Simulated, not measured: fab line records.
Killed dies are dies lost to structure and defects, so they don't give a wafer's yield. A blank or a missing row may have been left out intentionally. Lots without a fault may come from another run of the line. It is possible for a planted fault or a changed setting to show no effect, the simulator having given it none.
Tool commonality check ; flow gf180mcu ; Sample size 12 lots and 36 wafers

WHAT PROMPTED THE OPENING
Of 12 lots, 2 have the reading HV_LDD_RS flagged at GF_HV_LDD_RS_MEAS_53. Wafers without a fault read 418.9 ohm/sq, standard deviation 0.96.
Rule: a lot is flagged when every wafer of it that has a number lies more than 4 standard deviations from that mean, or none has a number. As for the other lots, they are considered sound.

lot;measured;on;HV_LDD_RS (ohm/sq), wafer by wafer;flag
L472;day 12 16:42;film metro-04;419.5 418.9 419.2;
L473;day 12 17:03;film metro-02;420.4 421.2 420.8;
L475;day 13 15:47;film metro-02;419.6 419.4 418.9;
L474;day 13 17:08;film metro-01;417.8 418.6 417.7;
L477;day 14 11:13;film metro-02;419.3 419.5 419.2;
L481;day 15 10:08;film metro-02;416.9 418.3 418.8;
L484;day 16 07:10;film metro-01;411.8 412.3 411.9;FLAGGED
L485;day 16 19:20;film metro-02;412.7 412.3 412.2;FLAGGED
L489;day 18 00:44;film metro-01;419.6 419.6 419.8;
L493;day 19 14:17;film metro-04;419.9 419.2 419.1;
L494;day 19 18:55;film metro-02;419.6 419.5 420.5;
L495;day 20 05:02;film metro-04;419.5 419.0 419.2;
Average over the flagged lots: 412.2 ohm/sq; offset from the usual -6.7 ohm/sq, equal to -7 standard deviations.

LOT BY LOT: THE TOOL USED
Before the reading, the record contains 3 process steps out of a 602-step route. Every cell lists first the tool, next ch and the chambers used by the sampled wafers, and last the start.
lot;flag;GF_POLY_GATE_STRIP_14;GF_HV_LDD_STRIP_10;GF_HV_LDD_IMPLANT_36
L472;;plasma asher-03 ch 0,1, day 9 03:40;plasma asher-01 ch 0,1, day 10 07:50;implanter-02 ch 0, day 11 20:40
L473;;plasma asher-01 ch 0,1, day 9 10:40;plasma asher-03 ch 0,1, day 10 07:54;implanter-04 ch 0, day 11 21:32
L475;;plasma asher-04 ch 0,1, day 10 08:24;plasma asher-02 ch 0,1, day 11 03:41;implanter-02 ch 0, day 12 19:19
L474;;plasma asher-01 ch 0,1, day 10 08:29;plasma asher-01 ch 1, day 11 05:58;implanter-02 ch 0, day 12 20:49
L477;;plasma asher-01 ch 0,1, day 11 01:16;plasma asher-01 ch 0,1, day 11 21:48;implanter-04 ch 0, day 13 13:35
L481;;plasma asher-04 ch 0,1, day 11 20:51;plasma asher-01 ch 0,1, day 12 18:53;implanter-04 ch 0, day 14 12:11
L484;FLAGGED;plasma asher-04 ch 0,1, day 12 17:16;plasma asher-03 ch 0,1, day 13 14:26;implanter-04 ch 0, day 15 08:44
L485;FLAGGED;plasma asher-03 ch 0,1, day 13 02:58;plasma asher-02 ch 0,1, day 14 01:26;implanter-04 ch 0, day 15 20:37
L489;;plasma asher-04 ch 0,1, day 14 04:44;plasma asher-03 ch 0,1, day 15 04:44;implanter-02 ch 0, day 17 01:05
L493;;plasma asher-04 ch 0,1, day 15 09:37;plasma asher-02 ch 0,1, day 16 13:20;implanter-04 ch 0, day 18 12:56
L494;;plasma asher-01 ch 0,1, day 15 18:43;plasma asher-02 ch 0,1, day 16 18:46;implanter-01 ch 0, day 18 18:01
L495;;plasma asher-04 ch 0,1, day 16 02:46;plasma asher-02 ch 0,1, day 17 04:20;implanter-04 ch 0, day 19 04:02
These steps, and what they do:
- GF_POLY_GATE_STRIP_14: strips in O2/N2.
- GF_HV_LDD_STRIP_10: strips in O2/N2.
- GF_HV_LDD_IMPLANT_36
- GF_HV_LDD_RS_MEAS_53: measures by four-point-probe.

FLAGGED OVER TOTAL, TOOL BY TOOL (the gauges that took the reading come last)
step;tool;lots run;flagged;share of the flagged lots;sound lots run after its first flagged lot
GF_POLY_GATE_STRIP_14;plasma asher-01;4;0;none;-
GF_POLY_GATE_STRIP_14;plasma asher-03;2;1;some;0
GF_POLY_GATE_STRIP_14;plasma asher-04;6;1;some;3 (L489,L493,L495)
GF_HV_LDD_STRIP_10;plasma asher-01;4;0;none;-
GF_HV_LDD_STRIP_10;plasma asher-02;5;1;some;3 (L493,L494,L495)
GF_HV_LDD_STRIP_10;plasma asher-03;3;1;some;1 (L489)
GF_HV_LDD_IMPLANT_36;implanter-01;1;0;none;-
GF_HV_LDD_IMPLANT_36;implanter-02;4;0;none;-
GF_HV_LDD_IMPLANT_36;implanter-04;7;2;all;2 (L493,L495)
GF_HV_LDD_RS_MEAS_53;film metro-01;3;1;some;1 (L489)
GF_HV_LDD_RS_MEAS_53;film metro-02;6;1;some;1 (L494)
GF_HV_LDD_RS_MEAS_53;film metro-04;3;0;none;-

WHAT IS ALLOWED BY THE TABLE
Rows of the table that ran each flagged lot: 1, that is implanter-04 at GF_HV_LDD_IMPLANT_36.
- implanter-04 at GF_HV_LDD_IMPLANT_36: 2 of its 7 lots flagged. Sound lots ran on it after the first flagged one (L493, L495), which a lasting fault on the whole tool wouldn't allow. Its own readings lie more than 4 standard deviations out on every wafer of the flagged lots: beam on s, faraday current uA.
There is no row in the table that ran each flagged lot and no sound lot after the first.

WHAT WAS PUT IN BY THE SIMULATOR
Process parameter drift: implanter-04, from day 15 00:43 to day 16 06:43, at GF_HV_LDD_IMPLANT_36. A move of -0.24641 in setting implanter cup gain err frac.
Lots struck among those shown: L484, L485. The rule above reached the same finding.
